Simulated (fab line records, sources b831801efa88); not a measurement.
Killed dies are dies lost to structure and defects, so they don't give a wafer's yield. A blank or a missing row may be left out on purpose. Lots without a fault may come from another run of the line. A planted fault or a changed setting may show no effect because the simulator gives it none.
Chamber matching | flow gf180mcu | GF_CONTACT_CMP_04 on cmp-02: 4 sister chambers
The step polishes SiO2. 4 wafers are shown with their chamber, then 9 later ones without.

WAFERS WITH THEIR CHAMBER
wafer  | chamber | motor_current_A (A)
L940.5 | 1       | 11.1
L943.3 | 2       | 15.0
L943.4 | 0       | 11.7
L943.6 | 3       | 11.5

WAFERS WITHOUT THEIR CHAMBER
wafer  | motor_current_A (A)
L945.2 | 11.0
L945.3 | 12.3
L945.6 | 11.5
L947.3 | 14.7
L947.4 | 10.9
L947.6 | 14.7
L948.2 | 11.2
L948.3 | 11.5
L948.6 | 14.7

WHICH CHAMBER EACH WENT THROUGH
wafer  | from the rows above          | in truth
L945.2 | can't be placed: 1 or 3      | 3
L945.3 | can't be placed: 0 or 3      | 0
L945.6 | can't be placed: 3 or 0 or 1 | 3
L947.3 | 2                            | 2
L947.4 | can't be placed: 1 or 3      | 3
L947.6 | 2                            | 2
L948.2 | can't be placed: 1 or 3 or 0 | 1
L948.3 | can't be placed: 3 or 0 or 1 | 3
L948.6 | 2                            | 2
Placed correctly: 3 of 9. Can't be placed from these rows: 6 (the true chamber is among the candidates in 6). Placed wrongly: 0.
How it was worked out, from the rows above alone: a wafer's distance from a chamber is the root of the sum, over the readings, of the square of ((its reading less the chamber's mean) divided by the reading's scatter). The wafer belongs to the nearest chamber; if the next one is less than 2 further off, it can't be placed. A chamber's mean is the mean of its shown wafers. The scatter: with one shown wafer a chamber, the root of the mean of the squares of how far each hidden wafer lies from its nearest shown one.
